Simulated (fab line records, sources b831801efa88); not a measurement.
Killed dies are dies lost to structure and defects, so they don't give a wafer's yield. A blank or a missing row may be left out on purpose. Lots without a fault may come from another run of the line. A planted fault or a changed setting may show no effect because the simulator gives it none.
A struck lot beside a sound one | flow gf180mcu | 14 steps out of a route of 602
Sound: wafers L343.4, L343.5, L343.6. Struck: wafers L337.2, L337.4, L337.6. The cause comes at the end.
At each step with rows: each side's tool, then ch and its chambers, then its first start. Under that, the readings that differ: sound wafers | struck wafers | difference of the means | sigmas: that difference in standard deviations of wafers without a fault.
alike: readings whose means differ by less than 2 such deviations, and words and numbers that are the same on both sides. not compared: withheld readings, readings that some wafer has no value for, bounds like >300 that may hide the same value, and numbers for which the record gives no deviation and whose values overlap.
The two part at a step that has a row with sigmas, a row that says differs or no value, or rows on one side only. Numbers that don't overlap but have no deviation are shown without sigmas and don't part them. A reading that every wafer of one side lacks parts them only if that side has two wafers or more.

GF_POLY_GATE_ETCH_13: etches poly-Si in HBr/Cl2, stops on SiO2, target depth 198.5 nm, time 69.6 s.
  sound on rie_si-01 ch 2,3, day 13 21:07; struck on rie_si-01 ch 0,2, day 12 04:33
  alike: HBr_flow_sccm, drypump_motor_current_A, oes_product_au, throttle_valve_pct
  not compared: rf_hours_counter_h
GF_POLY_GATE_STRIP_14: strips in O2/N2.
  sound on plasma_asher-04 ch 0,1, day 13 21:13; struck on plasma_asher-04 ch 0,1, day 12 04:36
  alike: drypump_motor_current_A, heater_power_w, oes_product_au
  not compared: rf_hours_counter_h
then, 2 steps without rows for these wafers: GF_POLY_GATE_CLEAN_15 (cleans in SC1/SC2, time 150 s); GF_POLY_GATE_OXIDATION_16 (stabilise 600 s, purge 300 s, target thk 4 nm).
GF_POLY_GATE_THK_MEAS_17:
  sound on film_metro-02, day 13 22:38; struck on film_metro-03, day 12 06:01
  alike: POLY_GATE_OXIDATION_THK
GF_POLY_GATE_CD_MEAS_18:
  sound on cd_sem-01, day 13 22:45; struck on cd_sem-02, day 12 06:05
  alike: cd_nm
then, 6 steps without rows for these wafers: GF_HV_LDD_DEHYDRATE_00 (time 60 s); GF_HV_LDD_HMDS_01 (prime time 60 s); GF_HV_LDD_COAT_02 (resist thk 1000 nm); GF_HV_LDD_SOFTBAKE_03 (time 60 s); GF_HV_LDD_EXPOSE_04 (exposes mask Nplus LV AREA, target cd 400 nm); GF_HV_LDD_PEB_05.
GF_HV_LDD_DEVELOP_06: develop time 60 s.
  sound on litho_track-01 ch 0, day 14 19:20; struck on litho_track-03, day 13 01:52
  no value came back on the struck wafers for chill_plate_temp_C (C), develop_time_s (s); on the sound wafers chill_plate_temp_C (C) reads 22.95 22.81 22.85
GF_HV_LDD_CD_MEAS_07: target cd 400 nm.
  sound on cd_sem-01, day 14 19:28; struck on cd_sem-02, day 13 02:01
  reading    | sound             | struck | difference                    | sigmas
  cd_nm (nm) | 399.3 400.4 401.2 | - - -  | no value on the struck wafers |

WHERE THEY PART
First at GF_HV_LDD_DEVELOP_06; last, within this record, at GF_HV_LDD_CD_MEAS_07.

WHY: what the simulator had put in
Skipped step whole: litho_track-03, from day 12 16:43 on, at GF_HV_LDD_DEVELOP_06. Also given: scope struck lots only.
